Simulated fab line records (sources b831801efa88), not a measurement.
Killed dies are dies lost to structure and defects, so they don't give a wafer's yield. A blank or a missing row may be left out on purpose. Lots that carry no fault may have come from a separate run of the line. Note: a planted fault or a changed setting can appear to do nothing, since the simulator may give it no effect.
Which tool did it?	flow gf180mcu	Sampling: 13 lots, 39 wafers, 4 of 602 route steps

## WHAT EACH GAUGE READ, for each wafer
GF_VT_IMPLANT_RS_MEAS_49: the measuring method here is four-point-probe.
lot	measured	on	MVPSD_RS (ohm/sq)
L341	day 7 14:07	film metro-04	1172.3 1172.7 1168.8
L342	day 7 21:56	film metro-01	1167.7 1168.1 1167.6
L343	day 8 05:17	film metro-02	1165.3 1167.3 1164.5
L344	day 8 12:41	film metro-01	1165.1 1164.6 1164.5
L345	day 8 20:21	film metro-02	1169.2 1166.4 1167.4
L346	day 9 00:38	film metro-02	1170.8 1169.1 1168.7
L347	day 9 08:52	film metro-01	1169.9 1167.7 1170.4
L351	day 10 11:58	film metro-04	1171.1 1175.4 1175.5
L355	day 11 12:41	film metro-04	1208.4 1203.3 1205.2
L356	day 12 03:09	film metro-02	1198.2 1206.4 1205.4
L357	day 12 06:42	film metro-02	1167.1 1171.0 1169.3
L359	day 12 21:15	film metro-01	1169.6 1171.0 1170.5
L361	day 13 07:20	film metro-02	1168.8 1167.9 1169.4

GF_DUAL_GATE_THK_MEAS_03.
lot	measured	on	DUAL_GATE_OXIDATION_00_THK (nm)
L341	day 7 15:51	film metro-01	10.83 11.09 10.98
L342	day 7 23:58	film metro-04	10.71 10.60 10.58
L343	day 8 07:05	film metro-03	11.16 11.19 11.17
L344	day 8 15:34	film metro-04	10.76 10.89 10.75
L345	day 8 22:07	film metro-03	10.98 11.07 10.94
L346	day 9 03:13	film metro-04	11.22 11.14 11.21
L347	day 9 11:17	film metro-04	10.43 10.52 10.63
L351	day 10 13:43	film metro-04	10.43 10.56 10.60
L355	day 11 16:15	film metro-01	10.89 11.01 10.97
L356	day 12 04:54	film metro-03	10.77 10.87 10.81
L357	day 12 10:16	film metro-04	11.07 11.24 11.07
L359	day 13 00:15	film metro-04	11.04 11.29 11.03
L361	day 13 09:28	film metro-04	10.89 10.81 10.97

## TOOL THAT RAN EACH LOT (tool first, then ch and the chambers of the sampled wafers, then the start)
lot	GF_MVPSD_IMPLANT_08	GF_VT_IMPLANT_STRIP_20
L341	implanter-04 ch 0, day 5 01:12	plasma asher-01 ch 0,1, day 6 06:29
L342	implanter-03 ch 0, day 5 07:28	plasma asher-01 ch 1, day 6 13:32
L343	implanter-04 ch 0, day 5 13:20	plasma asher-03 ch 0,1, day 6 19:33
L344	implanter-04 ch 0, day 5 20:16	plasma asher-01 ch 0, day 7 02:56
L345	implanter-04 ch 0, day 6 02:18	plasma asher-02 ch 0,1, day 7 10:15
L346	implanter-03 ch 0, day 6 06:49	plasma asher-01 ch 0,1, day 7 14:20
L347	implanter-01 ch 0, day 6 14:18	plasma asher-02 ch 0,1, day 7 21:53
L351	implanter-03 ch 0, day 7 13:12	plasma asher-02 ch 0,1, day 8 23:30
L355	implanter-03 ch 0, day 8 12:14	plasma asher-02 ch 0,1, day 9 23:34
L356	implanter-03 ch 0, day 9 00:11	plasma asher-01 ch 0,1, day 10 12:02
L357	implanter-04 ch 0, day 9 03:09	plasma asher-02 ch 0,1, day 10 15:30
L359	implanter-04 ch 0, day 9 16:24	plasma asher-01 ch 0,1, day 11 05:45
L361	implanter-04 ch 0, day 10 01:39	plasma asher-02 ch 0,1, day 11 15:08
- GF_MVPSD_IMPLANT_08
- GF_VT_IMPLANT_STRIP_20: strips in O2/N2.

## WHAT THE TOOLS THEMSELVES READ (means of the sampled wafers that have a number; where no wafer has one, the mark that the record gives instead)
GF_VT_IMPLANT_STRIP_20.
lot	tool	drypump motor current A (A)	heater power w (W)	oes product au (a.u.)	strip time to endpoint s (s)
L341	plasma asher-01	6.2	337	0.711	12.65
L342	plasma asher-01	6.1	321	0.720	12.66
L343	plasma asher-03	5.5	303	0.718	12.68
L344	plasma asher-01	6.3	342	0.720	12.69
L345	plasma asher-02	5.2	339	0.718	12.62
L346	plasma asher-01	6.2	336	0.717	12.65
L347	plasma asher-02	5.2	341	0.717	12.67
L351	plasma asher-02	4.9	318	0.715	12.66
L355	plasma asher-02	5.0	316	0.716	12.67
L356	plasma asher-01	6.1	328	0.717	12.67
L357	plasma asher-02	5.2	338	0.720	12.64
L359	plasma asher-01	6.2	336	0.710	12.63
L361	plasma asher-02	5.2	342	0.714	12.63

## THE ANSWER, worked out from the rows above alone
Rule: what is usual is taken from the lots themselves. The widest of any qualifying gaps counts: lots, ordered by their means at a reading, are off when they make up no more than a third of the lots, leave a main group of 4 or more, and stand apart from it by 3 or more times the standard deviation of that group's means. A main group whose means are all the same, to the digits that the tables above print for the reading, isn't used. Also off: a lot with no number at a reading for which 4 or more lots have one. Any other lot the step has rows for is counted as sound. After the gauges, taken in route order, come the tools' own readings; for these a lot's mean is taken, as printed above. At the first step where some lot is off, the reading lying furthest off is the one used; lots without a number count as furthest.
Off: at GF_VT_IMPLANT_RS_MEAS_49 (MVPSD_RS), L355, L356. For the main group the mean is 1168.9 ohm/sq and the standard deviation 2.4.
If a tool, at a process step before that reading, ran all the lots that are off and no sound lot after the first of them, it fits. Gauges at GF_VT_IMPLANT_RS_MEAS_49: tried the same way as those tools. One fits: implanter-03 at GF_MVPSD_IMPLANT_08. Its last sound lot is L351 (day 7 13:12), its first lot that is off L355 (day 8 12:14): a fault that began between those two fits.

## WHAT THE SIMULATOR PUT IN
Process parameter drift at GF_MVPSD_IMPLANT_08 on implanter-03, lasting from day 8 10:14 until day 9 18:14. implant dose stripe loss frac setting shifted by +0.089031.
Lots struck among those shown: L355, L356. This agrees with what the rule above found.
